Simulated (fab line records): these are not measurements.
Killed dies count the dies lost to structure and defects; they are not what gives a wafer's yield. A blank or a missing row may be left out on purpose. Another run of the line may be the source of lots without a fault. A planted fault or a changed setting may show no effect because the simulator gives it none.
Matching of chambers    flow sky130    4 sister chambers for SKY_VIA4_CMP_21 on cmp-01
The step polishes, stops on SiO2, t overpolish 25 s, target thk 0 nm. 8 wafers are shown with their chamber, then 7 later ones without.

WAFERS WITH THEIR CHAMBER
wafer   chamber  motor current A (A)  overpolish run s (s)
L659.6  2        11.0                 25.000
L662.2  2        10.0                 24.972
L662.5  3        11.1                 24.994
L663.1  0        11.1                 24.997
L663.2  1        10.2                 25.009
L663.6  0        11.1                 24.983
L664.2  1        11.0                 24.997
L664.5  3        11.1                 25.029

WAFERS WITH NO CHAMBER GIVEN
wafer   motor current A (A)  overpolish run s (s)
L664.6  11.3                 24.977
L666.3  10.7                 24.999
L666.4  11.9                 24.995
L666.5  10.3                 25.000
L673.3  11.3                 24.991
L673.5  11.7                 25.007
L673.6  11.7                 25.003

CHAMBER TAKEN BY EACH
wafer   from the rows above                in truth
L664.6  can't be placed: 0 or 2 or 3 or 1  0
L666.3  can't be placed: 1 or 2 or 0 or 3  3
L666.4  can't be placed: 0 or 3 or 1 or 2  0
L666.5  can't be placed: 1 or 2 or 0 or 3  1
L673.3  can't be placed: 0 or 3 or 1 or 2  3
L673.5  can't be placed: 3 or 0 or 1 or 2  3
L673.6  can't be placed: 3 or 0 or 1 or 2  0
Correct placement for 0 of the 7. Cannot be placed on the basis of these rows: 7; the candidates contain the true chamber in 7. Wrongly placed: 0.
How it was worked out, from the rows above alone: a wafer's distance from a chamber is the root of the sum, over the readings, of the square of ((its reading less the chamber's mean) divided by the reading's scatter). The wafer belongs to the nearest chamber; if the next one is less than 2 further off, it can't be placed. Each chamber's mean is taken over the wafers shown for it. The scatter: take each reading less its chamber's mean, square it, sum over the shown wafers, divide by the number of wafers less the number of chambers, and take the root.
